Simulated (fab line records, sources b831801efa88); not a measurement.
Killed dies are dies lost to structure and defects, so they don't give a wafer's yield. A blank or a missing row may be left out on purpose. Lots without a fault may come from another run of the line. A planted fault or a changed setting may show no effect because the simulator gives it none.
Tool commonality check | flow gf180mcu | 13 lots, 45 wafers sampled

WHY IT WAS OPENED
At GF_VT_IMPLANT_TW_MEAS_43 the reading VT_IMPLANT_4_TW is flagged on 2 of 13 lots. Wafers without a fault read 692, standard deviation 3.6.
Rule: a lot is flagged when every wafer of it that has a number lies more than 4 standard deviations from that mean, or none has a number. The other lots count as sound.

lot  | measured     | on            | VT_IMPLANT_4_TW, wafer by wafer | flag
L758 | day 7 15:11  | film_metro-03 | 693 692 689                     |
L760 | day 8 00:47  | film_metro-02 | 693 692 690                     |
L762 | day 8 15:19  | film_metro-03 | 696 698 694                     |
L763 | day 9 04:58  | film_metro-02 | 690 689 694                     |
L764 | day 9 07:52  | film_metro-02 | 693 691 689                     |
L767 | day 10 07:02 | film_metro-02 | 690 686 684                     |
L769 | day 10 19:13 | film_metro-02 | 30 30 30 30 30 30               | FLAGGED
L770 | day 11 03:39 | film_metro-01 | 694 698 695                     |
L771 | day 11 06:58 | film_metro-02 | 30 30 30 30 30 30               | FLAGGED
L775 | day 12 08:26 | film_metro-02 | 693 691 694                     |
L778 | day 13 05:53 | film_metro-01 | 697 695 695                     |
L780 | day 13 21:46 | film_metro-03 | 691 691 689                     |
L781 | day 14 01:55 | film_metro-01 | 692 694 694                     |
The numbers of the flagged lots are 30 on average: -662 against the usual, or -99 or more standard deviations.

WHICH TOOL RAN EACH LOT
The record holds 1 process step before the reading, out of a route of 602 steps. In each cell: the tool, then ch and the chambers that the sampled wafers went through, then the start.
lot  | flag    | GF_VT_IMPLANT_DEVELOP_39
L758 |         | litho_track-01 ch 0, day 7 14:46
L760 |         | litho_track-02 ch 0, day 8 00:20
L762 |         | litho_track-03 ch 0, day 8 14:52
L763 |         | litho_track-03 ch 0, day 9 04:31
L764 |         | litho_track-01 ch 0, day 9 07:27
L767 |         | litho_track-02 ch 0, day 10 06:37
L769 | FLAGGED | litho_track-02 ch 0, day 10 18:47
L770 |         | litho_track-01 ch 0, day 11 03:14
L771 | FLAGGED | litho_track-02 ch 0, day 11 06:32
L775 |         | litho_track-01 ch 0, day 12 08:00
L778 |         | litho_track-01 ch 0, day 13 05:27
L780 |         | litho_track-03 ch 0, day 13 21:19
L781 |         | litho_track-03 ch 0, day 14 01:28
What these steps do:
- GF_VT_IMPLANT_DEVELOP_39: develop time 60 s.
- GF_VT_IMPLANT_TW_MEAS_43

FLAGGED OVER TOTAL, TOOL BY TOOL (the gauges that took the reading come last)
step                     | tool           | lots run | flagged | share of the flagged lots | sound lots run after its first flagged lot
GF_VT_IMPLANT_DEVELOP_39 | litho_track-01 | 5        | 0       | none                      | -
GF_VT_IMPLANT_DEVELOP_39 | litho_track-02 | 4        | 2       | all                       | 0
GF_VT_IMPLANT_DEVELOP_39 | litho_track-03 | 4        | 0       | none                      | -
GF_VT_IMPLANT_TW_MEAS_43 | film_metro-01  | 3        | 0       | none                      | -
GF_VT_IMPLANT_TW_MEAS_43 | film_metro-02  | 7        | 2       | all                       | 1 (L775)
GF_VT_IMPLANT_TW_MEAS_43 | film_metro-03  | 3        | 0       | none                      | -

WHAT THE TABLE ALLOWS
2 rows of the table ran every flagged lot: litho_track-02 at GF_VT_IMPLANT_DEVELOP_39, film_metro-02 at GF_VT_IMPLANT_TW_MEAS_43.
- litho_track-02 at GF_VT_IMPLANT_DEVELOP_39: 2 of its 4 lots flagged. Its last sound lot is L767 (day 10 06:37), its first flagged lot L769 (day 10 18:47): a fault that began between those two fits.
- film_metro-02 at GF_VT_IMPLANT_TW_MEAS_43: 2 of its 7 lots flagged. Sound lots ran on it after the first flagged one (L775), which a lasting fault on the whole tool wouldn't allow.
One tool is left: litho_track-02 at GF_VT_IMPLANT_DEVELOP_39.

WHAT THE SIMULATOR HAD PUT IN
Process parameter drift: litho_track-02, from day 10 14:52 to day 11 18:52, at GF_VT_IMPLANT_DEVELOP_39. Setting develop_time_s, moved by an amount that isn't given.
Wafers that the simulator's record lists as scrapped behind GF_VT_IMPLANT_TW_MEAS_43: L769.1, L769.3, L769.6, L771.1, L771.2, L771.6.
Lots struck among those shown: L769, L771. The rule above found the same.
